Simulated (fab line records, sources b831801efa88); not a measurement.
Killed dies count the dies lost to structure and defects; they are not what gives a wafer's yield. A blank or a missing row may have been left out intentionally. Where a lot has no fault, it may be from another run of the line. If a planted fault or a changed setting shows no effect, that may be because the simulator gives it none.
What tool caused it? / flow sky130 / 14 lots with 42 wafers sampled at 2 steps, on a route of 708 steps

== WHAT EACH GAUGE READ, for each wafer ==
Not one reading of a measure or inspect step in the record can be checked against a usual standard deviation.

== WHICH TOOL RAN EACH LOT (tool, then ch and the chambers of the sampled wafers, then the start) ==
lot=L919; SKY_NWELL_IMPLANT_12=implanter-04 ch 0, day 4 19:20; SKY_PAD_OPEN_PROBE_99=prober-02, day 45 14:26
lot=L921; SKY_NWELL_IMPLANT_12=implanter-03 ch 0, day 5 00:47; SKY_PAD_OPEN_PROBE_99=prober-01, day 45 18:52
lot=L923; SKY_NWELL_IMPLANT_12=implanter-03 ch 0, day 5 16:15; SKY_PAD_OPEN_PROBE_99=prober-02, day 46 17:02
lot=L924; SKY_NWELL_IMPLANT_12=implanter-02 ch 0, day 5 20:53; SKY_PAD_OPEN_PROBE_99=prober-01, day 46 21:23
lot=L925; SKY_NWELL_IMPLANT_12=implanter-03 ch 0, day 6 06:28; SKY_PAD_OPEN_PROBE_99=prober-02, day 47 06:29
lot=L926; SKY_NWELL_IMPLANT_12=implanter-04 ch 0, day 6 12:43; SKY_PAD_OPEN_PROBE_99=prober-02, day 47 13:26
lot=L927; SKY_NWELL_IMPLANT_12=implanter-03 ch 0, day 6 12:47; SKY_PAD_OPEN_PROBE_99=prober-01, day 47 12:38
lot=L929; SKY_NWELL_IMPLANT_12=implanter-02 ch 0, day 7 05:33; SKY_PAD_OPEN_PROBE_99=prober-02, day 48 03:43
lot=L930; SKY_NWELL_IMPLANT_12=implanter-04 ch 0, day 7 09:01; SKY_PAD_OPEN_PROBE_99=prober-01, day 50 04:56
lot=L931; SKY_NWELL_IMPLANT_12=implanter-02 ch 0, day 7 10:36; SKY_PAD_OPEN_PROBE_99=prober-02, day 50 08:17
lot=L933; SKY_NWELL_IMPLANT_12=implanter-02 ch 0, day 8 03:35; SKY_PAD_OPEN_PROBE_99=prober-02, day 50 11:26
lot=L934; SKY_NWELL_IMPLANT_12=implanter-03 ch 0, day 8 12:44; SKY_PAD_OPEN_PROBE_99=prober-01, day 50 10:14
lot=L938; SKY_NWELL_IMPLANT_12=implanter-03 ch 0, day 9 03:49; SKY_PAD_OPEN_PROBE_99=prober-01, day 50 11:52
lot=L942; SKY_NWELL_IMPLANT_12=implanter-04 ch 0, day 10 06:02; SKY_PAD_OPEN_PROBE_99=prober-02, day 50 17:50
- SKY_NWELL_IMPLANT_12
- SKY_PAD_OPEN_PROBE_99

== AS READ BY THE TOOLS THEMSELVES (means over the sampled wafers that have a number; for cases with no such wafer, the mark the record gives instead) ==
SKY_NWELL_IMPLANT_12.
lot=L919 tool=implanter-04 beamEnergyKeV=120.02 doseIonsCm2=1.3011e+12
lot=L921 tool=implanter-03 beamEnergyKeV=120.02 doseIonsCm2=1.2979e+12
lot=L923 tool=implanter-03 beamEnergyKeV=120.04 doseIonsCm2=1.2983e+12
lot=L924 tool=implanter-02 beamEnergyKeV=119.97 doseIonsCm2=1.2969e+12
lot=L925 tool=implanter-03 beamEnergyKeV=120.01 doseIonsCm2=1.2977e+12
lot=L926 tool=implanter-04 beamEnergyKeV=120.00 doseIonsCm2=1.2987e+12
lot=L927 tool=implanter-03 beamEnergyKeV=120.01 doseIonsCm2=1.3017e+12
lot=L929 tool=implanter-02 beamEnergyKeV=120.04 doseIonsCm2=1.3003e+12
lot=L930 tool=implanter-04 beamEnergyKeV=120.00 doseIonsCm2=1.3005e+12
lot=L931 tool=implanter-02 beamEnergyKeV=120.00 doseIonsCm2=1.2997e+12
lot=L933 tool=implanter-02 beamEnergyKeV=119.96 doseIonsCm2=1.2996e+12
lot=L934 tool=implanter-03 beamEnergyKeV=114.83 doseIonsCm2=1.3005e+12
lot=L938 tool=implanter-03 beamEnergyKeV=114.77 doseIonsCm2=1.2999e+12
lot=L942 tool=implanter-04 beamEnergyKeV=120.01 doseIonsCm2=1.2990e+12

SKY_PAD_OPEN_PROBE_99.
lot=L919 tool=prober-02 killed_at_M0_to_M3=46 killed_at_M4_up=2.3 killedAtContacts=28 killedAtFrontEnd=21 killedAtOther=0.0 killedDies=98 killedOnRim=20 killedOpen=56 killedShort=42
lot=L921 tool=prober-01 killed_at_M0_to_M3=38 killed_at_M4_up=2.7 killedAtContacts=28 killedAtFrontEnd=14 killedAtOther=0.3 killedDies=83 killedOnRim=18 killedOpen=51 killedShort=31
lot=L923 tool=prober-02 killed_at_M0_to_M3=59 killed_at_M4_up=3.0 killedAtContacts=23 killedAtFrontEnd=15 killedAtOther=0.3 killedDies=101 killedOnRim=19 killedOpen=57 killedShort=44
lot=L924 tool=prober-01 killed_at_M0_to_M3=45 killed_at_M4_up=2.0 killedAtContacts=30 killedAtFrontEnd=11 killedAtOther=0.0 killedDies=88 killedOnRim=15 killedOpen=49 killedShort=38
lot=L925 tool=prober-02 killed_at_M0_to_M3=39 killed_at_M4_up=5.0 killedAtContacts=25 killedAtFrontEnd=15 killedAtOther=0.3 killedDies=84 killedOnRim=18 killedOpen=48 killedShort=36
lot=L926 tool=prober-02 killed_at_M0_to_M3=33 killed_at_M4_up=2.3 killedAtContacts=23 killedAtFrontEnd=19 killedAtOther=0.0 killedDies=78 killedOnRim=19 killedOpen=43 killedShort=35
lot=L927 tool=prober-01 killed_at_M0_to_M3=38 killed_at_M4_up=3.0 killedAtContacts=24 killedAtFrontEnd=14 killedAtOther=0.0 killedDies=79 killedOnRim=16 killedOpen=46 killedShort=33
lot=L929 tool=prober-02 killed_at_M0_to_M3=47 killed_at_M4_up=3.0 killedAtContacts=21 killedAtFrontEnd=16 killedAtOther=0.0 killedDies=88 killedOnRim=15 killedOpen=48 killedShort=40
lot=L930 tool=prober-01 killed_at_M0_to_M3=46 killed_at_M4_up=3.7 killedAtContacts=24 killedAtFrontEnd=23 killedAtOther=1.3 killedDies=99 killedOnRim=20 killedOpen=58 killedShort=40
lot=L931 tool=prober-02 killed_at_M0_to_M3=41 killed_at_M4_up=3.0 killedAtContacts=27 killedAtFrontEnd=19 killedAtOther=0.7 killedDies=91 killedOnRim=23 killedOpen=49 killedShort=41
lot=L933 tool=prober-02 killed_at_M0_to_M3=36 killed_at_M4_up=3.3 killedAtContacts=19 killedAtFrontEnd=19 killedAtOther=0.0 killedDies=77 killedOnRim=15 killedOpen=42 killedShort=34
lot=L934 tool=prober-01 killed_at_M0_to_M3=44 killed_at_M4_up=3.3 killedAtContacts=21 killedAtFrontEnd=16 killedAtOther=0.0 killedDies=85 killedOnRim=18 killedOpen=46 killedShort=39
lot=L938 tool=prober-01 killed_at_M0_to_M3=42 killed_at_M4_up=2.0 killedAtContacts=22 killedAtFrontEnd=19 killedAtOther=0.3 killedDies=85 killedOnRim=18 killedOpen=45 killedShort=40
lot=L942 tool=prober-02 killed_at_M0_to_M3=46 killed_at_M4_up=2.0 killedAtContacts=23 killedAtFrontEnd=16 killedAtOther=0.7 killedDies=88 killedOnRim=16 killedOpen=49 killedShort=38

== THE ANSWER, worked out from the rows above alone ==
Rule: the lots themselves supply what counts as usual. The widest of any qualifying gaps counts: lots, ordered by their means at a reading, are off when they make up no more than a third of the lots, leave a main group of 4 or more, and stand apart from it by 3 or more times the standard deviation of that group's means. If all means in a main group match to the digits the tables above print for the reading, that group is not used. A lot without any number at a reading at which 4 lots or more have one is off too. The other lots that the step has rows for count as sound. After the gauges, taken in route order, come the tools' own readings; for these a lot's mean is taken, as printed above. The first step at which some lot is off is used, and at that step the reading that is off furthest; a lot without a number counts as furthest.
Off, at SKY_NWELL_IMPLANT_12 on beamEnergyKeV: L934, L938. For the main group the mean is 120.01 and the standard deviation 0.023.
If a tool, at that step or one of the process steps before it, ran each lot that is off and ran no sound lot following the first of them, it fits. One fits: SKY_NWELL_IMPLANT_12 on implanter-03. A fault onset in the window from L927 (day 6 12:47, its last sound lot) to L934 (day 8 12:44, its first lot off) fits.
The tool's own readings at SKY_NWELL_IMPLANT_12 bear it out: on the lots that are off they differ by more than 5 times the standard deviation of the sound lots' means. beamEnergyKeV reads 114.80 there against 120.01 on the sound lots.

== WHAT HAD BEEN PUT IN BY THE SIMULATOR ==
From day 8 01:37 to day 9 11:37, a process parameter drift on implanter-03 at SKY_NWELL_IMPLANT_12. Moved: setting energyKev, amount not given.
Lots struck among those shown: L934, L938. The rule given above showed the same thing.
